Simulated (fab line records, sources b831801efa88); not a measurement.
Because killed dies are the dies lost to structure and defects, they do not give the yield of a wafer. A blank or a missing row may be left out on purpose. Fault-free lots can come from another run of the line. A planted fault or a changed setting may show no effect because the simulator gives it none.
A lot that was struck, set against a sound lot ; flow sky130 ; 43 out of 708 route steps
Sound: these wafers, L111.1, L111.2, L111.6. Struck: wafers L131.1, L131.4 (left out: L131.6, a lot-mate that was not struck); the cause follows at the end.
Each step with rows lists, per side, the tool, then ch with its chambers, then its first start. Under that, the readings that differ: sound wafers ; struck wafers ; difference of the means ; sigmas: that difference in standard deviations of wafers without a fault.
alike: a reading whose means differ by less than 2 such deviations, as well as words and numbers matching on both sides. not compared: withheld readings; readings where some wafer has no value; bounds like >300 that might hide an equal value; numbers whose values overlap and for which the record gives no deviation.
A row with sigmas, a row that says differs or no value, or rows on one side alone: a step with any of these is where the two part. Non-overlapping numbers with no deviation appear without sigmas and do not part them. Lack of a reading on every wafer of one side parts them only where that side has two or more wafers.

first, 4 steps without rows for these wafers: SKY_LOCAL_INTERCONNECT_SOFTBAKE_07 (time 90 s); SKY_LOCAL_INTERCONNECT_EXPOSE_08 (exposes mask LI1M, target cd 170 nm); SKY_LOCAL_INTERCONNECT_PEB_09; SKY_LOCAL_INTERCONNECT_DEVELOP_10 (develop time 60 s).
SKY_LOCAL_INTERCONNECT_CD_MEAS_11: the cd target is 170 nm.
  struck on cd sem-01, day 38 01:11; sound on cd sem-01, day 31 14:05
reading;sound;struck;difference;sigmas
cd nm (nm);166.5 167.0 166.2;170.9 172.6;+5.2;+3
SKY_LOCAL_INTERCONNECT_OVL_MEAS_12:
  struck on overlay-02, day 38 01:19; sound on overlay-01, day 31 14:13
  alike: LOCAL_INTERCONNECT_OVL
then, 1 step without rows for these wafers: SKY_LOCAL_INTERCONNECT_ETCH_13 (etches BARC in N2/H2, stops on SiO2, time 45.9 s, target depth 60 nm).
SKY_LOCAL_INTERCONNECT_METAL_ETCH_14: etches TiN in Cl2/BCl3, stops on PSG, target depth 110 nm, time 31.4 s.
  sound on rie metal-02 ch 0,1, day 31 14:19; struck on rie metal-03 ch 0,1, day 38 01:25
  alike: drypump motor current A, oes product au, throttle valve pct
  not compared: rf hours counter h
then, 4 steps without rows for these wafers: SKY_LOCAL_INTERCONNECT_STRIP_15 (strips in O2/N2); SKY_LOCAL_INTERCONNECT_STRIP_16 (strips in post etch residue remover, time 1200 s); SKY_LOCAL_INTERCONNECT_CLEAN_17 (cleans in IPA, time 180 s); SKY_LOCAL_INTERCONNECT_CLEAN_18 (cleans in O3/DIW).
SKY_CONTACT_CVD_00: deposits Si3N4, target thk 75 nm.
  sound on pecvd-01 ch 0,1,2, day 31 14:57; struck on pecvd-01 ch 2, day 38 02:04
  alike: heater power w
SKY_CONTACT_THK_MEAS_01:
  struck on film metro-01, day 38 02:05; sound on film metro-01, day 31 14:59
  alike: CONTACT_CVD_00_THK
then, 1 step without rows for these wafers: SKY_CONTACT_HDPCVD_02 (deposits SiO2, target thk 565 nm, time 94.2 s).
SKY_CONTACT_THK_MEAS_03:
  struck on film metro-01, day 38 02:13; sound on film metro-03, day 31 15:07
  alike: CONTACT_HDPCVD_THK
SKY_CONTACT_CMP_04: polishes SiO2.
  sound on cmp-01 ch 1,2, day 31 15:10; struck on cmp-01 ch 1,3, day 38 02:17
  alike: motor current A, time to endpoint s
SKY_CONTACT_BOW_MEAS_05:
  struck on film metro-01, day 38 02:35; sound on film metro-03, day 31 15:28
  alike: CONTACT_BOW
then, 8 steps without rows for these wafers: SKY_CONTACT_DEHYDRATE_06 (time 60 s); SKY_CONTACT_HMDS_07 (prime time 60 s); SKY_CONTACT_COAT_08 (resist thk 60 nm); SKY_CONTACT_COAT_09 (resist thk 450 nm); SKY_CONTACT_SOFTBAKE_10 (time 90 s); SKY_CONTACT_EXPOSE_11 (exposes mask CTM1, target cd 170 nm); SKY_CONTACT_PEB_12; SKY_CONTACT_DEVELOP_13 (develop time 60 s).
SKY_CONTACT_CD_MEAS_14: the cd target is 170 nm.
  struck on cd sem-01, day 39 03:53; sound on cd sem-01, day 32 18:35
  alike: cd nm
SKY_CONTACT_OVL_MEAS_15:
  struck on overlay-01, day 39 04:01; sound on overlay-01, day 32 18:43
  alike: CONTACT_OVL
SKY_CONTACT_ETCH_16: etches BARC in N2/H2, stops on SiO2, time 45.9 s, target depth 60 nm.
  sound on rie diel-03 ch 0,3, day 32 18:45; struck on rie diel-01 ch 2,3, day 39 04:03
  alike: drypump motor current A, oes product au, throttle valve pct
  not compared: rf hours counter h
then, 2 steps without rows for these wafers: SKY_CONTACT_ETCH_17 (etches SiO2 in C4F8/O2/Ar, stops on Si3N4, target depth 340 nm); SKY_CONTACT_ETCH_18 (etches Si3N4 in CHF3/O2, stops on TiN, time 39 s, target depth 75 nm).
SKY_CONTACT_STRIP_19: strips in O2/N2.
  sound on plasma asher-04 ch 0,1, day 32 18:53; struck on plasma asher-01 ch 0, day 39 04:11
  alike: drypump motor current A, oes product au, strip time to endpoint s
  not compared: rf hours counter h
then, 4 steps without rows for these wafers: SKY_CONTACT_STRIP_20 (strips in post etch residue remover, time 1200 s); SKY_CONTACT_CLEAN_21 (cleans in IPA, time 180 s); SKY_CONTACT_CLEAN_22 (cleans in O3/DIW); SKY_CONTACT_SPUTTER_23 (material TiN, target thk 20 nm, time 80 s).
SKY_CONTACT_CVD_24: deposits W, target thk 340 nm, time 102.12 s.
  sound on cvd w-01 ch 0,1, day 32 19:32; struck on cvd w-01 ch 0,1, day 39 04:55
  alike: heater power w
SKY_CONTACT_RS_MEAS_25: measures by four-point-probe.
  struck on film metro-03, day 39 05:01; sound on film metro-01, day 32 19:39
  alike: CONTACT_W_RS
SKY_CONTACT_THK_MEAS_26: measures by xrf.
  struck on film metro-03, day 39 05:08; sound on film metro-01, day 32 19:46
  alike: CONTACT_W_THK
then, 3 steps without rows for these wafers: SKY_CONTACT_CMP_27 (polishes, stops on SiO2, t overpolish 15 s, target thk 0 nm); SKY_METAL1_SPUTTER_00 (material Ti, target thk 15 nm, time 10 s); SKY_METAL1_SPUTTER_01 (material TiN, target thk 20 nm, time 16.7 s).
-- the record jumps here: 12 days lie between the struck wafers' starts before and after (it left off in module METAL1 and takes up again in module PAD_OPEN, whose first step shown is number 708 of the route) --
SKY_PAD_OPEN_PROBE_99:
  the record has rows for the struck wafers here (prober-02, day 51 03:24) and none for the sound ones

## WHERE THEY PART
Earliest at SKY_LOCAL_INTERCONNECT_CD_MEAS_11; latest, in this record, at SKY_PAD_OPEN_PROBE_99.

WHY: whatever the simulator had introduced
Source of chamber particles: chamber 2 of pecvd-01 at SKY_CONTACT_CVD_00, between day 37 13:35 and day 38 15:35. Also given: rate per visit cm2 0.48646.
